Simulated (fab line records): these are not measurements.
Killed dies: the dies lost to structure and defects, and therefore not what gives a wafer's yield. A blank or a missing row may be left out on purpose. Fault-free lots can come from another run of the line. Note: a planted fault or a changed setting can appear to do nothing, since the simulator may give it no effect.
Which of the tools did it? :: flow sky130 :: 15 lots with 45 wafers sampled at 4 steps, on a route of 708 steps

WHAT THE GAUGES SHOWED, per wafer
SKY_SD_N_RS_MEAS_17: measurement is done with a four-point probe. Usual: SD_P_RS 147.2 ohm/sq, standard deviation 0.38.
lot: L773
measured: day 27 04:24
on: film_metro-03
SD_P_RS (ohm/sq): 147.6 147.5 147.5
flag: 

lot: L774
measured: day 28 03:19
on: film_metro-04
SD_P_RS (ohm/sq): 147.0 147.7 147.1
flag: 

lot: L775
measured: day 28 04:41
on: film_metro-02
SD_P_RS (ohm/sq): 146.8 146.7 146.5
flag: 

lot: L777
measured: day 30 01:09
on: film_metro-03
SD_P_RS (ohm/sq): 147.6 147.3 147.7
flag: 

lot: L778
measured: day 30 08:23
on: film_metro-04
SD_P_RS (ohm/sq): 146.9 147.3 147.4
flag: 

lot: L781
measured: day 30 14:41
on: film_metro-03
SD_P_RS (ohm/sq): 146.9 147.0 147.1
flag: 

lot: L786
measured: day 32 04:10
on: film_metro-03
SD_P_RS (ohm/sq): 147.1 147.1 147.0
flag: 

lot: L792
measured: day 34 05:17
on: film_metro-03
SD_P_RS (ohm/sq): 147.2 146.8 146.9
flag: 

lot: L793
measured: day 35 01:37
on: film_metro-03
SD_P_RS (ohm/sq): 148.1 147.6 147.7
flag: 

lot: L794
measured: day 35 10:21
on: film_metro-03
SD_P_RS (ohm/sq): 147.7 147.3 147.6
flag: 

lot: L796
measured: day 35 11:21
on: film_metro-04
SD_P_RS (ohm/sq): 146.8 147.5 147.2
flag: 

lot: L795
measured: day 35 16:48
on: film_metro-04
SD_P_RS (ohm/sq): 147.9 147.6 147.8
flag: 

WHAT TOOL EACH LOT RAN ON (gives the tool, then ch and the chambers of the sampled wafers, and finally the start)
lot: L773
SKY_VT_ADJUST_LVTN_STRIP_09: plasma_asher-03 ch 0, day 6 14:10
SKY_GATE_OXIDE_OXIDATION_01: furnace-02 ch 0, day 12 04:18
SKY_SD_P_STRIP_10: plasma_asher-04 ch 1, day 24 18:53

lot: L774
SKY_VT_ADJUST_LVTN_STRIP_09: plasma_asher-03 ch 0,1, day 7 04:39
SKY_GATE_OXIDE_OXIDATION_01: furnace-02 ch 0, day 13 03:32
SKY_SD_P_STRIP_10: plasma_asher-02 ch 0,1, day 25 16:59

lot: L775
SKY_VT_ADJUST_LVTN_STRIP_09: plasma_asher-01 ch 0,1, day 7 10:01
SKY_GATE_OXIDE_OXIDATION_01: furnace-02 ch 0, day 13 05:18
SKY_SD_P_STRIP_10: plasma_asher-03 ch 0,1, day 25 18:14

lot: L777
SKY_VT_ADJUST_LVTN_STRIP_09: plasma_asher-03 ch 0,1, day 7 22:03
SKY_GATE_OXIDE_OXIDATION_01: furnace-02 ch 0, day 13 20:26
SKY_SD_P_STRIP_10: plasma_asher-04 ch 0,1, day 27 15:56

lot: L778
SKY_VT_ADJUST_LVTN_STRIP_09: plasma_asher-01 ch 0,1, day 8 17:37
SKY_GATE_OXIDE_OXIDATION_01: furnace-01 ch 0, day 14 23:52
SKY_SD_P_STRIP_10: plasma_asher-03 ch 0,1, day 27 22:37

lot: L781
SKY_VT_ADJUST_LVTN_STRIP_09: plasma_asher-01 ch 0,1, day 9 02:33
SKY_GATE_OXIDE_OXIDATION_01: furnace-01 ch 0, day 15 08:48
SKY_SD_P_STRIP_10: plasma_asher-03 ch 0,1, day 28 05:59

lot: L782
SKY_VT_ADJUST_LVTN_STRIP_09: plasma_asher-01 ch 0,1, day 9 10:40
SKY_GATE_OXIDE_OXIDATION_01: furnace-02, day 15 21:49
SKY_SD_P_STRIP_10: -

lot: L784
SKY_VT_ADJUST_LVTN_STRIP_09: plasma_asher-03 ch 0,1, day 9 18:43
SKY_GATE_OXIDE_OXIDATION_01: furnace-02, day 16 06:38
SKY_SD_P_STRIP_10: -

lot: L783
SKY_VT_ADJUST_LVTN_STRIP_09: plasma_asher-01 ch 0,1, day 9 19:43
SKY_GATE_OXIDE_OXIDATION_01: furnace-02, day 16 08:02
SKY_SD_P_STRIP_10: -

lot: L786
SKY_VT_ADJUST_LVTN_STRIP_09: plasma_asher-04 ch 0,1, day 10 09:04
SKY_GATE_OXIDE_OXIDATION_01: furnace-01 ch 0, day 17 02:48
SKY_SD_P_STRIP_10: plasma_asher-03 ch 0,1, day 29 19:43

lot: L792
SKY_VT_ADJUST_LVTN_STRIP_09: plasma_asher-03 ch 0,1, day 12 04:18
SKY_GATE_OXIDE_OXIDATION_01: furnace-02 ch 0, day 19 04:40
SKY_SD_P_STRIP_10: plasma_asher-04 ch 0,1, day 32 00:04

lot: L793
SKY_VT_ADJUST_LVTN_STRIP_09: plasma_asher-03 ch 0,1, day 12 19:22
SKY_GATE_OXIDE_OXIDATION_01: furnace-02 ch 0, day 20 02:40
SKY_SD_P_STRIP_10: plasma_asher-03 ch 0,1, day 32 19:23

lot: L794
SKY_VT_ADJUST_LVTN_STRIP_09: plasma_asher-03 ch 0,1, day 13 06:46
SKY_GATE_OXIDE_OXIDATION_01: furnace-01 ch 0, day 20 15:28
SKY_SD_P_STRIP_10: plasma_asher-03 ch 0,1, day 33 04:43

lot: L796
SKY_VT_ADJUST_LVTN_STRIP_09: plasma_asher-04 ch 0,1, day 13 10:13
SKY_GATE_OXIDE_OXIDATION_01: furnace-01 ch 0, day 20 19:37
SKY_SD_P_STRIP_10: plasma_asher-03 ch 0,1, day 33 06:08

lot: L795
SKY_VT_ADJUST_LVTN_STRIP_09: plasma_asher-04 ch 0,1, day 13 10:49
SKY_GATE_OXIDE_OXIDATION_01: furnace-02 ch 0, day 20 21:10
SKY_SD_P_STRIP_10: plasma_asher-04 ch 0,1, day 33 11:37
- SKY_VT_ADJUST_LVTN_STRIP_09: strips in O2/N2.
- SKY_GATE_OXIDE_OXIDATION_01: stabilise 600 s, purge 300 s, target thk 10.268 nm.
- SKY_SD_P_STRIP_10: strips in O2/N2.

AS READ BY THE TOOLS THEMSELVES (means over the sampled wafers that have a number; for cases with no such wafer, the mark the record gives instead)
SKY_VT_ADJUST_LVTN_STRIP_09. Usual: drypump_motor_current_A 5.4 A, standard deviation 0.42; oes_product_au 0.722 a.u., standard deviation 0.0044; strip_time_to_endpoint_s 36.91 s, standard deviation 0.088.
lot: L773
tool: plasma_asher-03
drypump_motor_current_A (A): 5.5
oes_product_au (a.u.): 0.726
strip_time_to_endpoint_s (s): 36.99
flag: 

lot: L774
tool: plasma_asher-03
drypump_motor_current_A (A): 5.6
oes_product_au (a.u.): 0.717
strip_time_to_endpoint_s (s): 36.97
flag: 

lot: L775
tool: plasma_asher-01
drypump_motor_current_A (A): 5.1
oes_product_au (a.u.): 0.723
strip_time_to_endpoint_s (s): 36.83
flag: 

lot: L777
tool: plasma_asher-03
drypump_motor_current_A (A): 5.7
oes_product_au (a.u.): 0.721
strip_time_to_endpoint_s (s): 36.93
flag: 

lot: L778
tool: plasma_asher-01
drypump_motor_current_A (A): 5.0
oes_product_au (a.u.): 0.723
strip_time_to_endpoint_s (s): 36.98
flag: 

lot: L781
tool: plasma_asher-01
drypump_motor_current_A (A): 5.0
oes_product_au (a.u.): 0.722
strip_time_to_endpoint_s (s): 36.93
flag: 

lot: L782
tool: plasma_asher-01
drypump_motor_current_A (A): 5.1
oes_product_au (a.u.): 0.720
strip_time_to_endpoint_s (s): 36.81
flag: 

lot: L784
tool: plasma_asher-03
drypump_motor_current_A (A): 5.6
oes_product_au (a.u.): 0.720
strip_time_to_endpoint_s (s): 36.93
flag: 

lot: L783
tool: plasma_asher-01
drypump_motor_current_A (A): 5.1
oes_product_au (a.u.): 0.720
strip_time_to_endpoint_s (s): 36.81
flag: 

lot: L786
tool: plasma_asher-04
drypump_motor_current_A (A): 6.0
oes_product_au (a.u.): 0.723
strip_time_to_endpoint_s (s): 36.89
flag: 

lot: L792
tool: plasma_asher-03
drypump_motor_current_A (A): 5.6
oes_product_au (a.u.): 0.721
strip_time_to_endpoint_s (s): 37.06
flag: 

lot: L793
tool: plasma_asher-03
drypump_motor_current_A (A): 5.6
oes_product_au (a.u.): 0.721
strip_time_to_endpoint_s (s): 36.99
flag: 

lot: L794
tool: plasma_asher-03
drypump_motor_current_A (A): 5.6
oes_product_au (a.u.): 0.724
strip_time_to_endpoint_s (s): 36.92
flag: 

lot: L796
tool: plasma_asher-04
drypump_motor_current_A (A): 6.0
oes_product_au (a.u.): 0.724
strip_time_to_endpoint_s (s): 36.96
flag: 

lot: L795
tool: plasma_asher-04
drypump_motor_current_A (A): 6.0
oes_product_au (a.u.): 0.724
strip_time_to_endpoint_s (s): 36.98
flag: 

SKY_GATE_OXIDE_OXIDATION_01. Usual: ox_temp_c 900.0 C, standard deviation 0.42; ox_temp_c_max 904.2, standard deviation 0.85; zone_power_bottom_pct 24.6 %, standard deviation 0.64.
lot: L773
tool: furnace-02
ox_temp_c (C): 900.4
ox_temp_c_max: 904.6
zone_power_bottom_pct (%): 25.0
flag: 

lot: L774
tool: furnace-02
ox_temp_c (C): 900.4
ox_temp_c_max: 904.1
zone_power_bottom_pct (%): 25.0
flag: 

lot: L775
tool: furnace-02
ox_temp_c (C): 900.2
ox_temp_c_max: 903.8
zone_power_bottom_pct (%): 25.1
flag: 

lot: L777
tool: furnace-02
ox_temp_c (C): 900.6
ox_temp_c_max: 904.3
zone_power_bottom_pct (%): 25.1
flag: 

lot: L778
tool: furnace-01
ox_temp_c (C): 899.8
ox_temp_c_max: 903.6
zone_power_bottom_pct (%): 23.8
flag: 

lot: L781
tool: furnace-01
ox_temp_c (C): 899.9
ox_temp_c_max: 904.3
zone_power_bottom_pct (%): 23.5
flag: 

lot: L782
tool: furnace-02
ox_temp_c (C): -
ox_temp_c_max: -
zone_power_bottom_pct (%): -
flag: OFF

lot: L784
tool: furnace-02
ox_temp_c (C): -
ox_temp_c_max: -
zone_power_bottom_pct (%): -
flag: OFF

lot: L783
tool: furnace-02
ox_temp_c (C): -
ox_temp_c_max: -
zone_power_bottom_pct (%): -
flag: OFF

lot: L786
tool: furnace-01
ox_temp_c (C): 899.7
ox_temp_c_max: 904.2
zone_power_bottom_pct (%): 23.6
flag: 

lot: L792
tool: furnace-02
ox_temp_c (C): 899.7
ox_temp_c_max: 903.7
zone_power_bottom_pct (%): 25.3
flag: 

lot: L793
tool: furnace-02
ox_temp_c (C): 900.3
ox_temp_c_max: 904.4
zone_power_bottom_pct (%): 25.0
flag: 

lot: L794
tool: furnace-01
ox_temp_c (C): 900.2
ox_temp_c_max: 903.9
zone_power_bottom_pct (%): 23.9
flag: 

lot: L796
tool: furnace-01
ox_temp_c (C): 899.8
ox_temp_c_max: 903.7
zone_power_bottom_pct (%): 23.8
flag: 

lot: L795
tool: furnace-02
ox_temp_c (C): 900.3
ox_temp_c_max: 904.8
zone_power_bottom_pct (%): 25.1
flag: 

SKY_SD_P_STRIP_10. Usual: drypump_motor_current_A 5.7 A, standard deviation 0.34; oes_product_au 0.618 a.u., standard deviation 0.0048; strip_time_to_endpoint_s 17.51 s, standard deviation 0.039.
lot: L773
tool: plasma_asher-04
drypump_motor_current_A (A): 6.0
oes_product_au (a.u.): 0.614
strip_time_to_endpoint_s (s): 17.48
flag: 

lot: L774
tool: plasma_asher-02
drypump_motor_current_A (A): 5.4
oes_product_au (a.u.): 0.620
strip_time_to_endpoint_s (s): 17.52
flag: 

lot: L775
tool: plasma_asher-03
drypump_motor_current_A (A): 5.7
oes_product_au (a.u.): 0.620
strip_time_to_endpoint_s (s): 17.56
flag: 

lot: L777
tool: plasma_asher-04
drypump_motor_current_A (A): 6.0
oes_product_au (a.u.): 0.622
strip_time_to_endpoint_s (s): 17.55
flag: 

lot: L778
tool: plasma_asher-03
drypump_motor_current_A (A): 5.7
oes_product_au (a.u.): 0.613
strip_time_to_endpoint_s (s): 17.52
flag: 

lot: L781
tool: plasma_asher-03
drypump_motor_current_A (A): 5.6
oes_product_au (a.u.): 0.616
strip_time_to_endpoint_s (s): 17.54
flag: 

lot: L786
tool: plasma_asher-03
drypump_motor_current_A (A): 5.6
oes_product_au (a.u.): 0.619
strip_time_to_endpoint_s (s): 17.50
flag: 

lot: L792
tool: plasma_asher-04
drypump_motor_current_A (A): 6.1
oes_product_au (a.u.): 0.618
strip_time_to_endpoint_s (s): 17.51
flag: 

lot: L793
tool: plasma_asher-03
drypump_motor_current_A (A): 5.6
oes_product_au (a.u.): 0.617
strip_time_to_endpoint_s (s): 17.49
flag: 

lot: L794
tool: plasma_asher-03
drypump_motor_current_A (A): 5.7
oes_product_au (a.u.): 0.621
strip_time_to_endpoint_s (s): 17.50
flag: 

lot: L796
tool: plasma_asher-03
drypump_motor_current_A (A): 5.6
oes_product_au (a.u.): 0.620
strip_time_to_endpoint_s (s): 17.44
flag: 

lot: L795
tool: plasma_asher-04
drypump_motor_current_A (A): 6.0
oes_product_au (a.u.): 0.614
strip_time_to_endpoint_s (s): 17.48
flag: 

THE ANSWER, worked out from the rows above alone
Rule: lot off if the mean of its wafers having a number is beyond 3 standard deviations from the usual mean. Also off: a lot with no number at a reading for which 4 or more lots have one. Where the step has rows for the other lots, those lots are counted as sound. After the gauges, taken in route order, come the tools' own readings; for these a lot's mean is taken, as printed above. At the first step where some lot is off, the reading lying furthest off is the one used; lots without a number count as furthest.
Off, at SKY_GATE_OXIDE_OXIDATION_01 on ox_temp_c: L782, L784, L783. Without a number there: L782, L784, L783.
If a tool, at that step or one of the process steps before it, ran each lot that is off and ran no sound lot following the first of them, it fits. Of those tried, none fits.

WHAT THE SIMULATOR HAD PUT IN
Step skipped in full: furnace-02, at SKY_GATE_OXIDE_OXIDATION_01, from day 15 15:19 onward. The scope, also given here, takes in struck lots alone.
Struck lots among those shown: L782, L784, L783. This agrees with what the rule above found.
